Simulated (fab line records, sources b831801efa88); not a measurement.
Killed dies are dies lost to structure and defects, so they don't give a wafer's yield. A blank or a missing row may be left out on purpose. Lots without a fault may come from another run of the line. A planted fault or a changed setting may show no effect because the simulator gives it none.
fab line records | flow sky130
record lots=5 wafers=15 last_day=50
route steps=708 shown VIA2@527 METAL3@532 CAPM@537
lots that met no fault: from a run of the same line without faults
start_h: hours from the record's first day to the start of the lot's first wafer shown | wait_h: hours since the lot's step before | " the same as in the row above | L1.1+2: a row that stands for several wafers | - no value, or no start given | * or withheld: withheld | < > ~ a bound
route shown NAME@n: a module of which the file shows steps, and the number in the route of the first | usual: mean/standard deviation of fault-free wafers | same: alike in all rows | chamber/n: place in a boat | sites: the reading at each site | _std_site: their standard deviation | _edge_site: outer sites' mean less inner sites' | radius_mm: how far each site lies from the wafer's centre | mask NAME#n: copy n | behind: the tool/chamber that last shaped the wafer | hold: why the lot was held/for how many hours/how that ended | device: the transistor (n, p or np) that didn't switch | end of line: the same wafers' tests at the end of the route | a step without rows: its recipe alone | killed: dies lost to structure and defects at the first sort, not the wafer's yield | map: a wafer's dies, x killed, . not, _ none there
set.NAME: the setting as run; set.NAME@STEP: as run at that earlier step | model.NAME: the simulator's own value behind a step, which no gauge read
lots at some steps of the route; a table a step, a row a wafer
services: from which hour (start_h, from the record's first day; less than 0 if before it) a tool's chamber was out of use, for how many hours, and why
## steps
# step SKY_VIA2_SPUTTER_20
# recipe material=TiN target_thk_nm=20 chamber_pressure_pa=5 power_w=4000 time_s=80
# usual throttle_valve_pct=30.5/0.86
# columns lot.wafer tool chamber start_h wait_h throttle_valve_pct
L081.2 pvd_sputter-02 - 897.30 0.0 31.9
L081.5 " - " " 29.7
L081.6 " - " " 31.6
L086.2 pvd_sputter-03 - 942.60 0.0 30.5
L086.5 " - " " 30.3
L086.6 " - " " 32.0
L087.2 pvd_sputter-03 - 971.70 0.0 30.3
L087.5 " - " " 32.2
L087.6 " - " " 30.8
L094.1 pvd_sputter-04 - 992.65 0.0 29.6
L094.4 " - " " 30.4
L094.5 " - " " 29.7
L095.1 pvd_sputter-02 - 997.55 0.0 31.6
L095.4 " - " " 30.7
L095.5 " - " " 31.0
# step SKY_VIA2_CVD_21
# recipe material=W target_thk_nm=420 time_s=126.4 temp_c=400 pressure_torr=40
# usual chamber_pressure_Torr=40.00/0.084 heater_power_w=852/46
# columns lot.wafer tool chamber start_h wait_h chamber_pressure_Torr heater_power_w
L081.2 cvd_w-02 0 897.37 0.0 39.96 905
L081.5 " 0 " " 39.98 872
L081.6 " 1 " " 39.97 865
L086.2 cvd_w-02 1 942.67 0.0 40.00 865
L086.5 " 0 " " 40.08 888
L086.6 " 1 " " 40.15 893
L087.2 cvd_w-02 0 971.76 0.0 39.85 905
L087.5 " 1 " " 40.08 895
L087.6 " 0 " " 39.99 898
L094.1 cvd_w-01 1 992.72 0.0 40.02 801
L094.4 " 0 " " 39.96 775
L094.5 " 1 " " 40.00 781
L095.1 cvd_w-02 0 997.62 0.0 39.92 901
L095.4 " 1 " " 39.96 896
L095.5 " 1 " " 39.84 850
# step SKY_VIA2_RS_MEAS_22
# recipe thk_meas_gauge=four-point-probe reads=W_of_VIA2_CVD_21+TiN_of_VIA2_SPUTTER_20
# usual VIA2_W_RS=0.2718/0.0023
# columns lot.wafer tool chamber start_h wait_h VIA2_W_RS[ohm/sq]
L081.2 film_metro-01 - 897.52 0.1 0.2734
L081.5 " - " " 0.2707
L081.6 " - " " 0.2681
L086.2 film_metro-04 - 942.82 0.1 0.2693
L086.5 " - " " 0.2708
L086.6 " - " " 0.2708
L087.2 film_metro-02 - 971.91 0.1 0.2741
L087.5 " - " " 0.2694
L087.6 " - " " 0.2700
L094.1 film_metro-01 - 992.85 0.1 0.2710
L094.4 " - " " 0.2732
L094.5 " - " " 0.2686
L095.1 film_metro-02 - 997.75 0.1 0.2740
L095.4 " - " " 0.2701
L095.5 " - " " 0.2703
# step SKY_VIA2_THK_MEAS_23
# recipe thk_meas_gauge=xrf reads=W_of_VIA2_CVD_21
# usual VIA2_W_THK=432/6
# columns lot.wafer tool chamber start_h wait_h VIA2_W_THK[nm]
L081.2 film_metro-01 - 897.63 0.1 428
L081.5 " - " " 428
L081.6 " - " " 437
L086.2 film_metro-04 - 942.93 0.1 446
L086.5 " - " " 441
L086.6 " - " " 439
L087.2 film_metro-02 - 972.02 0.1 433
L087.5 " - " " 439
L087.6 " - " " 438
L094.1 film_metro-01 - 992.97 0.1 426
L094.4 " - " " 425
L094.5 " - " " 429
L095.1 film_metro-02 - 997.87 0.1 429
L095.4 " - " " 439
L095.5 " - " " 439
# step SKY_VIA2_CMP_24
# recipe stop_on=SiO2 t_overpolish_s=20 down_force_psi=3.5 platen_rpm=60 target_thk_nm=0 pad_velocity_m_s=0.94248
# usual motor_current_A=11.2/1.3 overpolish_run_s=20.000/0.0095 time_to_endpoint_s=101/3.2
# columns lot.wafer tool chamber start_h wait_h motor_current_A overpolish_run_s time_to_endpoint_s
L081.2 cmp-01 0 897.78 0.1 12.8 20.020 99
L081.5 " 2 " " 12.1 20.012 98
L081.6 " 3 " " 11.1 20.012 103
L086.2 cmp-02 3 943.13 0.2 10.4 19.989 106
L086.6 " 0 " " 10.6 20.005 102
L086.5 " 1 " " 8.6 19.997 101
L087.2 cmp-02 2 972.17 0.1 10.8 20.009 98
L087.5 " 0 " " 10.7 20.008 100
L087.6 " 1 " " 8.3 20.006 102
L094.4 cmp-01 0 993.11 0.1 12.6 19.995 96
L094.1 " 1 " " 11.9 20.000 98
L094.5 " 0 " " 13.4 19.998 98
L095.4 cmp-02 0 997.98 0.1 10.9 20.008 103
L095.1 " 2 " " 11.3 19.990 100
L095.5 " 3 " " 10.6 20.012 102
# step SKY_METAL3_SPUTTER_00
# recipe material=Ti target_thk_nm=15 power_w=3000 time_s=10 chamber_pressure_pa=0.4
# usual throttle_valve_pct=30.4/1
# columns lot.wafer tool chamber start_h wait_h throttle_valve_pct
L081.2 pvd_sputter-03 - 897.98 0.1 30.4
L081.5 " - " " 30.3
L081.6 " - " " 29.9
L086.2 pvd_sputter-02 - 943.28 0.1 31.1
L086.5 " - " " 30.4
L086.6 " - " " 29.4
L087.2 pvd_sputter-01 - 972.37 0.1 31.4
L087.5 " - " " 30.0
L087.6 " - " " 29.2
L094.1 pvd_sputter-03 - 993.41 0.2 30.4
L094.4 " - " " 31.9
L094.5 " - " " 30.5
L095.1 pvd_sputter-03 - 998.23 0.1 30.5
L095.4 " - " " 32.0
L095.5 " - " " 30.5
# step SKY_METAL3_SPUTTER_01
# recipe material=TiN target_thk_nm=20 power_w=6500 time_s=16.7 chamber_pressure_pa=0.4
# usual throttle_valve_pct=30.4/0.99
# columns lot.wafer tool chamber start_h wait_h throttle_valve_pct
L081.2 pvd_sputter-03 - 898.00 0.0 30.5
L081.5 " - " " 30.8
L081.6 " - " " 29.8
L086.2 pvd_sputter-02 - 943.30 0.0 31.3
L086.5 " - " " 30.7
L086.6 " - " " 29.5
L087.2 pvd_sputter-01 - 972.39 0.0 31.2
L087.5 " - " " 30.1
L087.6 " - " " 29.2
L094.1 pvd_sputter-03 - 993.44 0.0 30.7
L094.4 " - " " 32.1
L094.5 " - " " 30.4
L095.1 pvd_sputter-03 - 998.25 0.0 30.4
L095.4 " - " " 32.2
L095.5 " - " " 30.3
# step SKY_METAL3_SPUTTER_02
# recipe material=AlCu target_thk_nm=735 power_w=10600 time_s=39.1 chamber_pressure_pa=0.4
# usual throttle_valve_pct=30.4/1
# columns lot.wafer tool chamber start_h wait_h throttle_valve_pct
L081.2 pvd_sputter-03 - 898.02 0.0 30.5
L081.5 " - " " 30.5
L081.6 " - " " 30.0
L086.2 pvd_sputter-02 - 943.32 0.0 31.3
L086.5 " - " " 30.9
L086.6 " - " " 29.5
L087.2 pvd_sputter-01 - 972.42 0.0 31.2
L087.5 " - " " 29.7
L087.6 " - " " 29.1
L094.1 pvd_sputter-03 - 993.46 0.0 30.5
L094.4 " - " " 32.1
L094.5 " - " " 30.2
L095.1 pvd_sputter-03 - 998.27 0.0 30.6
L095.4 " - " " 32.5
L095.5 " - " " 30.8
# step SKY_METAL3_SPUTTER_03
# recipe material=Ti target_thk_nm=5 power_w=3000 time_s=3.3 chamber_pressure_pa=0.4
# usual throttle_valve_pct=30.4/1
# columns lot.wafer tool chamber start_h wait_h throttle_valve_pct
L081.2 pvd_sputter-03 - 898.06 0.0 30.6
L081.5 " - " " 30.5
L081.6 " - " " 29.7
L086.2 pvd_sputter-02 - 943.36 0.0 31.2
L086.5 " - " " 30.4
L086.6 " - " " 29.8
L087.2 pvd_sputter-01 - 972.45 0.0 31.3
L087.5 " - " " 29.9
L087.6 " - " " 29.0
L094.1 pvd_sputter-03 - 993.50 0.0 30.6
L094.4 " - " " 31.9
L094.5 " - " " 30.3
L095.1 pvd_sputter-03 - 998.31 0.0 30.5
L095.4 " - " " 32.2
L095.5 " - " " 30.5
# step SKY_METAL3_SPUTTER_04
# recipe material=TiN target_thk_nm=70 power_w=6500 time_s=58.3 chamber_pressure_pa=0.4
# usual throttle_valve_pct=30.4/1
# columns lot.wafer tool chamber start_h wait_h throttle_valve_pct
L081.2 pvd_sputter-03 - 898.08 0.0 30.4
L081.5 " - " " 30.3
L081.6 " - " " 30.0
L086.2 pvd_sputter-02 - 943.38 0.0 31.1
L086.5 " - " " 30.7
L086.6 " - " " 29.6
L087.2 pvd_sputter-01 - 972.47 0.0 31.3
L087.5 " - " " 29.8
L087.6 " - " " 29.1
L094.1 pvd_sputter-03 - 993.52 0.0 30.6
L094.4 " - " " 32.3
L094.5 " - " " 30.3
L095.1 pvd_sputter-03 - 998.33 0.0 30.5
L095.4 " - " " 32.0
L095.5 " - " " 30.2
# step SKY_CAPM_CVD_00
# recipe material=SiO2 target_thk_nm=15.5 temp_c=400 time_s=withheld rf_w=450
# usual heater_power_w=688/120
# columns lot.wafer tool chamber start_h wait_h heater_power_w
L081.2 pecvd-01 1 898.13 0.0 540
L081.5 " 1 " " 551
L081.6 " 2 " " 609
L086.2 pecvd-04 0 943.43 0.0 556
L086.5 " 2 " " 874
L086.6 " 1 " " 576
L087.2 pecvd-04 0 972.52 0.0 649
L087.5 " 0 " " 666
L087.6 " 1 " " 620
L094.1 pecvd-01 1 993.57 0.0 640
L094.4 " 1 " " 644
L094.5 " 2 " " 606
L095.1 pecvd-04 0 998.38 0.0 592
L095.4 " 1 " " 694
L095.5 " 0 " " 622
# step SKY_CAPM_THK_MEAS_01
# recipe reads=SiO2_of_CAPM_CVD_00
# usual CAPM_CVD_00_THK=15.54/0.22
# columns lot.wafer tool chamber start_h wait_h CAPM_CVD_00_THK[nm]
L081.2 film_metro-04 - 898.16 - 15.48
L081.5 " - " " 15.68
L081.6 " - " " 15.78
L086.2 film_metro-03 - 943.46 - 15.63
L086.5 " - " " 15.67
L086.6 " - " " 15.70
L087.2 film_metro-01 - 972.55 - 15.68
L087.5 " - " " 16.03
L087.6 " - " " 16.01
L094.1 film_metro-04 - 993.59 - 15.28
L094.4 " - " " 15.75
L094.5 " - " " 15.70
L095.1 film_metro-04 - 998.40 - 15.34
L095.4 " - " " 15.74
L095.5 " - " " 15.54
# step SKY_CAPM_SPUTTER_02
# recipe material=TiN target_thk_nm=200 temp_c=300 power_w=6500 time_s=166.7 chamber_pressure_pa=0.4
# usual substrate_temp_c=300.00/0.2 throttle_valve_pct=29.8/0.71
# columns lot.wafer tool chamber start_h wait_h substrate_temp_c throttle_valve_pct
L081.2 pvd_sputter-04 - 898.21 0.0 300.52 30.0
L081.5 " - " " 299.96 29.8
L081.6 " - " " 299.87 30.0
L086.2 pvd_sputter-04 - 943.51 0.0 300.21 30.1
L086.5 " - " " 299.98 30.1
L086.6 " - " " 300.45 29.7
L087.2 pvd_sputter-04 - 972.60 0.0 300.15 29.8
L087.5 " - " " 299.79 30.4
L087.6 " - " " 299.81 29.2
L094.1 pvd_sputter-01 - 993.65 0.1 300.39 29.1
L094.4 " - " " 300.03 28.6
L094.5 " - " " 300.10 31.3
L095.1 pvd_sputter-01 - 998.46 0.1 300.12 28.7
L095.4 " - " " 299.69 31.3
L095.5 " - " " 299.98 29.7
# step SKY_CAPM_RS_MEAS_03
# recipe thk_meas_gauge=four-point-probe reads=TiN_of_CAPM_SPUTTER_02
# usual CAPM_TIN_RS=6.86/0.062
# columns lot.wafer tool chamber start_h wait_h CAPM_TIN_RS[ohm/sq]
L081.2 film_metro-03 - 898.34 0.1 6.92
L081.5 " - " " 6.92
L081.6 " - " " 6.87
L086.2 film_metro-04 - 943.64 0.1 6.90
L086.5 " - " " 6.87
L086.6 " - " " 6.93
L087.2 film_metro-01 - 972.73 0.1 6.94
L087.5 " - " " 6.84
L087.6 " - " " 6.89
L094.1 film_metro-01 - 993.76 0.1 6.78
L094.4 " - " " 6.78
L094.5 " - " " 6.81
L095.1 film_metro-04 - 998.57 0.1 6.83
L095.4 " - " " 6.79
L095.5 " - " " 6.80
# step SKY_CAPM_THK_MEAS_04
# recipe thk_meas_gauge=xrf reads=TiN_of_CAPM_SPUTTER_02
# usual CAPM_TIN_THK=200.3/2
# columns lot.wafer tool chamber start_h wait_h CAPM_TIN_THK[nm]
L081.2 film_metro-03 - 898.45 0.1 198.2
L081.5 " - " " 198.7
L081.6 " - " " 200.4
L086.2 film_metro-04 - 943.75 0.1 199.4
L086.5 " - " " 200.9
L086.6 " - " " 199.2
L087.2 film_metro-01 - 972.84 0.1 198.7
L087.5 " - " " 201.7
L087.6 " - " " 199.8
L094.1 film_metro-01 - 993.88 0.1 204.1
L094.4 " - " " 202.6
L094.5 " - " " 201.7
L095.1 film_metro-04 - 998.69 0.1 201.5
L095.4 " - " " 201.3
L095.5 " - " " 202.3
# step SKY_CAPM_DEHYDRATE_05
# recipe temp_c=200 time_s=60
# usual heater_power_total_W=160.37/0.14 resist_line_temp_C=22.99/0.11
# columns lot.wafer tool chamber start_h wait_h heater_power_total_W resist_line_temp_C
L081.2 litho_track-04 0 910.14 11.7 160.31 23.19
L081.5 " 0 " " 160.54 23.02
L081.6 " 0 " " 160.21 23.27
L086.2 litho_track-02 0 954.39 10.6 160.45 23.04
L086.5 " 0 " " 160.32 22.93
L086.6 " 0 " " 160.34 22.97
L087.2 litho_track-01 0 983.32 10.5 160.29 22.90
L087.5 " 0 " " 160.64 22.94
L087.6 " 0 " " 160.40 22.78
L094.1 litho_track-01 0 1003.39 9.5 160.15 22.83
L094.4 " 0 " " 160.38 23.05
L094.5 " 0 " " 160.44 23.13
L095.1 litho_track-04 0 1009.01 10.3 160.22 22.96
L095.4 " 0 " " 160.33 23.00
L095.5 " 0 " " 160.31 22.81
# step SKY_CAPM_HMDS_06
# recipe prime_time_s=60 prime_temp_c=120
# usual resist_line_temp_C=23.00/0.099
# columns lot.wafer tool chamber start_h wait_h resist_line_temp_C
L081.2 litho_track-04 0 910.29 0.1 23.07
L081.5 " 0 " " 23.12
L081.6 " 0 " " 23.04
L086.2 litho_track-02 0 954.54 0.1 23.04
L086.5 " 0 " " 23.15
L086.6 " 0 " " 23.04
L087.2 litho_track-01 0 983.47 0.1 22.95
L087.5 " 0 " " 23.02
L087.6 " 0 " " 23.03
L094.1 litho_track-01 0 1003.54 0.1 23.05
L094.4 " 0 " " 22.94
L094.5 " 0 " " 22.94
L095.1 litho_track-04 0 1009.16 0.1 23.03
L095.4 " 0 " " 23.11
L095.5 " 0 " " 22.94
# step SKY_CAPM_COAT_07
# recipe resist=NOVOLAK spin_rpm=3000 resist_thk_nm=1140
# usual resist_line_temp_C=22.99/0.1
# columns lot.wafer tool chamber start_h wait_h resist_line_temp_C
L081.2 litho_track-04 0 910.44 0.1 23.00
L081.5 " 0 " " 22.74
L081.6 " 0 " " 22.89
L086.2 litho_track-02 0 954.69 0.1 23.01
L086.5 " 0 " " 23.09
L086.6 " 0 " " 23.23
L087.2 litho_track-01 0 983.62 0.1 22.95
L087.5 " 0 " " 22.85
L087.6 " 0 " " 22.96
L094.1 litho_track-01 0 1003.69 0.1 23.05
L094.4 " 0 " " 22.95
L094.5 " 0 " " 23.10
L095.1 litho_track-04 0 1009.31 0.1 23.01
L095.4 " 0 " " 22.97
L095.5 " 0 " " 22.96
# step SKY_CAPM_SOFTBAKE_08
# recipe temp_c=90 time_s=60 resist=NOVOLAK
# usual heater_power_total_W=56.59/0.042 resist_line_temp_C=23.00/0.099
# columns lot.wafer tool chamber start_h wait_h heater_power_total_W resist_line_temp_C
L081.2 litho_track-04 0 910.59 0.1 56.64 23.04
L081.5 " 0 " " 56.62 23.12
L081.6 " 0 " " 56.65 23.04
L086.2 litho_track-02 0 954.84 0.1 56.60 23.07
L086.5 " 0 " " 56.67 23.05
L086.6 " 0 " " 56.60 23.05
L087.2 litho_track-01 0 983.77 0.1 56.59 23.08
L087.5 " 0 " " 56.51 23.11
L087.6 " 0 " " 56.62 23.04
L094.1 litho_track-01 0 1003.84 0.1 56.63 23.11
L094.4 " 0 " " 56.66 22.93
L094.5 " 0 " " 56.62 22.71
L095.1 litho_track-04 0 1009.46 0.1 56.66 22.81
L095.4 " 0 " " 56.57 22.98
L095.5 " 0 " " 56.58 23.08
# step SKY_CAPM_EXPOSE_09
# recipe mask_id=CAPM na=0.6 source_shape=conventional sigma_outer=0.6 polarization=unpolarized target_cd_nm=1000 dose_mj=159
# same na=0.6
# columns lot.wafer tool chamber start_h wait_h mask
L081.2+5+6 iline_stepper-02 0 - - CAPM#0
L086.2+5+6 iline_stepper-02 0 - - CAPM#0
L087.2+5+6 iline_stepper-02 0 - - CAPM#0
L094.1+4+5 iline_stepper-01 0 - - CAPM#0
L095.1+4+5 iline_stepper-02 0 - - CAPM#0
# step SKY_CAPM_PEB_10
# recipe temp_c=withheld time_s=* resist=NOVOLAK
# usual resist_line_temp_C=*
# columns lot.wafer tool chamber start_h wait_h resist_line_temp_C
L081.2 litho_track-02 0 - - *
L081.5 " 0 " " *
L081.6 " 0 " " *
L086.2 litho_track-02 0 - - *
L086.5 " 0 " " *
L086.6 " 0 " " *
L087.2 litho_track-02 0 - - *
L087.5 " 0 " " *
L087.6 " 0 " " *
L094.1 litho_track-04 0 - - *
L094.4 " 0 " " *
L094.5 " 0 " " *
L095.1 litho_track-02 0 - - *
L095.4 " 0 " " *
L095.5 " 0 " " *
# step SKY_CAPM_DEVELOP_11
# recipe resist=NOVOLAK developer=TMAH develop_time_s=60 dev_temp_c=23
# usual resist_line_temp_C=22.99/0.1
# same develop_time_s=60
# columns lot.wafer tool chamber start_h wait_h resist_line_temp_C
L081.2 litho_track-02 0 922.44 0.1 22.98
L081.5 " 0 " " 23.11
L081.6 " 0 " " 23.01
L086.2 litho_track-02 0 967.94 0.1 22.85
L086.5 " 0 " " 22.99
L086.6 " 0 " " 23.07
L087.2 litho_track-02 0 996.09 0.1 23.00
L087.5 " 0 " " 23.12
L087.6 " 0 " " 23.05
L094.1 litho_track-04 0 1015.76 0.1 23.13
L094.4 " 0 " " 23.16
L094.5 " 0 " " 23.14
L095.1 litho_track-02 0 1020.42 0.1 22.95
L095.4 " 0 " " 22.92
L095.5 " 0 " " 22.90
# step SKY_CAPM_OVL_MEAS_12
# usual CAPM_OVL=0.5/1.7
# columns lot.wafer tool chamber start_h wait_h CAPM_OVL[nm]
L081.2 overlay-01 - 922.57 0.1 1.8
L081.5 " - " " 2.3
L081.6 " - " " 3.1
L086.2 overlay-02 - 968.07 0.1 4.2
L086.5 " - " " 3.2
L086.6 " - " " 4.8
L087.2 overlay-02 - 996.22 0.1 1.3
L087.5 " - " " 2.2
L087.6 " - " " 1.9
L094.1 overlay-01 - 1015.91 0.1 0.9
L094.4 " - " " -0.4
L094.5 " - " " -1.0
L095.1 overlay-02 - 1020.57 0.1 2.9
L095.4 " - " " 2.8
L095.5 " - " " 2.4
# step SKY_CAPM_METAL_ETCH_13
# recipe target_depth_nm=220 stop_on=SiO2 chemistry=Cl2/BCl3 target=TiN pressure_mtorr=10 icp_w=900 bias_w=48.5 Cl2_flow_sccm=60 bcl3_flow_sccm=30 time_s=62.9
# usual drypump_motor_current_A=5.8/0.41 mfc_cl2_sccm=60.00/0.18 oes_product_au=0.945/0.0065 throttle_valve_pct=21.899/0.0093
# columns lot.wafer tool chamber start_h wait_h drypump_motor_current_A mfc_cl2_sccm oes_product_au rf_hours_counter_h throttle_valve_pct
L081.2 rie_metal-01 1 922.60 0.0 6.2 60.00 0.938 9 21.894
L081.5 " 0 " " 5.1 59.89 0.940 - 21.916
L081.6 " 1 " " 6.2 60.00 0.941 - 21.899
L086.2 rie_metal-02 1 968.10 0.0 6.1 60.11 0.939 15 21.914
L086.5 " 0 " " 5.8 59.99 0.945 - 21.908
L086.6 " 1 " " 6.1 60.34 0.939 - 21.904
L087.2 rie_metal-03 1 996.25 0.0 5.5 59.90 0.940 14 21.903
L087.5 " 1 " " 5.5 60.08 0.946 - 21.903
L087.6 " 0 " " 6.1 59.90 0.940 - 21.912
L094.1 rie_metal-03 1 1015.95 0.0 5.5 59.88 0.957 15 21.899
L094.4 " 1 " " 5.5 60.11 0.951 - 21.905
L094.5 " 1 " " 5.5 60.25 0.945 - 21.890
L095.1 rie_metal-03 1 1020.60 0.0 5.5 59.90 0.942 17 21.891
L095.4 " 1 " " 5.5 59.73 0.950 - 21.893
L095.5 " 1 " " 5.5 59.61 0.949 - 21.882
# step SKY_CAPM_STRIP_14
# recipe chemistry=O2/N2 power_w=1400 pressure_mtorr=1500 platen_temp_c=withheld o2_flow_sccm=3000 n2_flow_sccm=304.9 overash_fraction=0.5
# usual drypump_motor_current_A=5.70/0.2 o2_flow_sccm=2999/10 oes_product_au=0.711/0.0047 strip_time_to_endpoint_s=12.64/0.047
# columns lot.wafer tool chamber start_h wait_h drypump_motor_current_A o2_flow_sccm oes_product_au rf_hours_counter_h strip_time_to_endpoint_s
L081.2 plasma_asher-04 0 922.68 0.1 5.73 2998 0.710 18 12.67
L081.5 " 0 " " 5.72 2993 0.705 - 12.65
L081.6 " 1 " " 5.55 3015 0.709 - 12.66
L086.2 plasma_asher-04 0 968.18 0.1 5.72 3007 0.718 22 12.64
L086.5 " 0 " " 5.74 3006 0.704 - 12.66
L086.6 " 1 " " 5.56 2985 0.712 - 12.65
L087.2 plasma_asher-02 1 996.33 0.1 6.15 3001 0.717 55 12.64
L087.5 " 1 " " 6.13 2997 0.706 - 12.62
L087.6 " 0 " " 5.65 2993 0.713 - 12.68
L094.1 plasma_asher-02 0 1016.10 0.1 5.67 2996 0.712 57 12.65
L094.4 " 1 " " 6.10 2994 0.718 - 12.62
L094.5 " 0 " " 5.68 3004 0.710 - 12.60
L095.1 plasma_asher-03 0 1020.76 0.1 5.77 3004 0.707 92 12.63
L095.4 " 1 " " 5.40 3002 0.704 - 12.64
L095.5 " 1 " " 5.40 3020 0.718 - 12.66
# step SKY_CAPM_STRIP_15
# recipe chemistry=post_etch_residue_remover time_s=1200 temp_c=72.5
# columns lot.wafer tool chamber start_h wait_h
L081.2+5+6 wet_bench-03 0 922.78 0.1
L086.2+5+6 wet_bench-02 1 968.28 0.1
L087.2+5+6 wet_bench-02 2 996.43 0.1
L094.1+4+5 wet_bench-01 1 1016.20 0.1
L095.1+4+5 wet_bench-01 3 1020.86 0.1
# step SKY_CAPM_CLEAN_16
# recipe chemistry=IPA time_s=180 temp_c=25
# columns lot.wafer tool chamber start_h wait_h
L081.2+5+6 wet_bench-02 1 923.12 0.0
L086.2+5+6 wet_bench-03 2 968.65 0.0
L087.2+5+6 wet_bench-03 1 996.77 0.0
L094.1+4+5 wet_bench-02 3 1016.58 0.0
L095.1+4+5 wet_bench-02 2 1021.27 0.0
# step SKY_CAPM_CLEAN_17
# recipe chemistry=O3/DIW dry=n2_spin
# columns lot.wafer tool chamber start_h wait_h
L081.2+5+6 wet_bench-01 3 923.18 0.0
L086.2+5+6 wet_bench-01 0 968.72 0.0
L087.2+5+6 wet_bench-02 3 996.83 0.0
L094.1+4+5 wet_bench-03 3 1016.63 0.0
L095.1+4+5 wet_bench-03 3 1021.33 0.0
# step SKY_METAL3_DEHYDRATE_05
# recipe temp_c=200 time_s=60
# usual heater_power_total_W=160.36/0.12 resist_line_temp_C=23.01/0.12
# columns lot.wafer tool chamber start_h wait_h heater_power_total_W resist_line_temp_C
L081.2 litho_track-04 0 934.69 11.4 160.23 23.23
L081.5 " 0 " " 160.32 23.19
L081.6 " 0 " " 160.33 23.11
L086.2 litho_track-01 0 978.77 10.0 160.58 23.00
L086.5 " 0 " " 160.52 22.95
L086.6 " 0 " " 160.40 23.15
L087.2 litho_track-04 0 1007.14 10.2 160.46 23.00
L087.5 " 0 " " 160.57 22.86
L087.6 " 0 " " 160.54 22.87
L094.1 litho_track-03 0 1025.60 8.9 160.22 22.85
L094.4 " 0 " " 160.61 22.94
L094.5 " 0 " " 160.30 22.83
L095.1 litho_track-01 0 1031.64 10.2 160.34 22.74
L095.4 " 0 " " 160.20 22.92
L095.5 " 0 " " 160.36 22.81
# step SKY_METAL3_HMDS_06
# recipe prime_time_s=60 prime_temp_c=120
# usual resist_line_temp_C=23.00/0.097
# columns lot.wafer tool chamber start_h wait_h resist_line_temp_C
L081.2 litho_track-04 0 934.84 0.1 23.24
L081.5 " 0 " " 23.29
L081.6 " 0 " " 23.03
L086.2 litho_track-01 0 978.92 0.1 22.85
L086.5 " 0 " " 23.10
L086.6 " 0 " " 23.04
L087.2 litho_track-04 0 1007.29 0.1 22.89
L087.5 " 0 " " 22.89
L087.6 " 0 " " 23.08
L094.1 litho_track-03 0 1025.75 0.1 23.02
L094.4 " 0 " " 22.92
L094.5 " 0 " " 23.01
L095.1 litho_track-01 0 1031.79 0.1 22.98
L095.4 " 0 " " 23.02
L095.5 " 0 " " 22.93
# step SKY_METAL3_COAT_07
# recipe resist=BARC temp_c=withheld time_s=withheld spin_rpm=3000 resist_thk_nm=60
# usual resist_line_temp_C=*
# columns lot.wafer tool chamber start_h wait_h resist_line_temp_C
L081.2 litho_track-04 0 934.99 0.1 *
L081.5 " 0 " " *
L081.6 " 0 " " *
L086.2 litho_track-01 0 979.07 0.1 *
L086.5 " 0 " " *
L086.6 " 0 " " *
L087.2 litho_track-04 0 1007.44 0.1 *
L087.5 " 0 " " *
L087.6 " 0 " " *
L094.1 litho_track-03 0 1025.90 0.1 *
L094.4 " 0 " " *
L094.5 " 0 " " *
L095.1 litho_track-01 0 1031.94 0.1 *
L095.4 " 0 " " *
L095.5 " 0 " " *
# step SKY_METAL3_COAT_08
# recipe resist=KrF-thick spin_rpm=3000 resist_thk_nm=1140
# usual resist_line_temp_C=23.03/0.1
# columns lot.wafer tool chamber start_h wait_h resist_line_temp_C
L081.2 litho_track-04 0 - - 23.08
L081.5 " 0 " " 22.98
L081.6 " 0 " " 23.11
L086.2 litho_track-01 0 - - 22.69
L086.5 " 0 " " 22.97
L086.6 " 0 " " 22.96
L087.2 litho_track-04 0 - - 23.03
L087.5 " 0 " " 23.13
L087.6 " 0 " " 23.12
L094.1 litho_track-03 0 - - 23.12
L094.4 " 0 " " 23.11
L094.5 " 0 " " 23.07
L095.1 litho_track-01 0 - - 23.18
L095.4 " 0 " " 23.13
L095.5 " 0 " " 23.27
# step SKY_METAL3_SOFTBAKE_09
# recipe temp_c=100 time_s=90 resist=KrF-thick
# usual heater_power_total_W=57.36/0.11 resist_line_temp_C=23.01/0.11
# columns lot.wafer tool chamber start_h wait_h heater_power_total_W resist_line_temp_C
L081.2 litho_track-04 0 - - 57.27 22.92
L081.5 " 0 " " 57.28 22.90
L081.6 " 0 " " 57.52 22.80
L086.2 litho_track-01 0 - - 57.22 22.84
L086.5 " 0 " " 57.28 23.12
L086.6 " 0 " " 57.25 22.96
L087.2 litho_track-04 0 - - 57.21 23.06
L087.5 " 0 " " 57.36 22.94
L087.6 " 0 " " 57.34 22.96
L094.1 litho_track-03 0 - - 57.32 23.05
L094.4 " 0 " " 57.44 22.92
L094.5 " 0 " " 57.46 23.04
L095.1 litho_track-01 0 - - 57.29 22.86
L095.4 " 0 " " 57.31 22.90
L095.5 " 0 " " 57.28 22.95
# step SKY_METAL3_EXPOSE_10
# recipe mask_id=MM3 na=0.68 source_shape=annular sigma_inner=0.4 sigma_outer=0.8 target_cd_nm=300 dose_mj=28
# same na=0.68
# columns lot.wafer tool chamber start_h wait_h mask
L081.2+5+6 krf_scanner-01 0 - - MM3#0
L086.2+5+6 krf_scanner-02 0 - - MM3#0
L087.2+5+6 krf_scanner-02 0 - - MM3#0
L094.1+4+5 krf_scanner-02 0 - - MM3#0
L095.1+4+5 krf_scanner-02 0 - - MM3#0
# step SKY_METAL3_PEB_11
# recipe peb_temp_c=withheld peb_time_s=withheld resist=KrF-thick
# usual resist_line_temp_C=*
# columns lot.wafer tool chamber start_h wait_h resist_line_temp_C
L081.2 litho_track-03 0 - - *
L081.5 " 0 " " *
L081.6 " 0 " " *
L086.2 litho_track-04 0 - - *
L086.5 " 0 " " *
L086.6 " 0 " " *
L087.2 litho_track-04 0 - - *
L087.5 " 0 " " *
L087.6 " 0 " " *
L094.1 litho_track-01 0 - - *
L094.4 " 0 " " *
L094.5 " 0 " " *
L095.1 litho_track-01 0 - - *
L095.4 " 0 " " *
L095.5 " 0 " " *
## services
# columns tool chamber start_h hours kind
cmp-01 - 874.53 2.1 repair
cmp-01 - 883.12 1.7 repair
plasma_asher-04 - 883.69 1.8 repair
iline_stepper-02 - 894.46 2.1 pm
krf_scanner-02 - 900.58 1.0 pm
pvd_sputter-04 - 905.74 6.3 repair
pvd_sputter-02 - 905.93 6.7 repair
pvd_sputter-02 - 907.84 5.2 repair
cmp-02 - 908.84 17.1 pm
cmp-01 - 912.28 4.0 pm
pvd_sputter-02 - 914.69 4.2 repair
rie_metal-03 - 928.86 1.6 repair
krf_scanner-02 - 934.71 0.8 pm
pvd_sputter-01 - 946.54 2.2 repair
cvd_w-02 - 951.08 2.8 pm
krf_scanner-02 - 976.97 0.9 repair
pvd_sputter-02 - 980.54 13.6 repair
cmp-02 - 989.30 4.6 repair
wet_bench-03 - 990.45 1.9 pm
krf_scanner-02 - 1014.19 1.3 pm
rie_metal-03 0 1015.24 11.5 repair
cmp-02 - 1015.91 0.2 repair
krf_scanner-02 - 1030.77 0.2 repair
cmp-02 - 1033.60 4.2 repair
## key
fault none
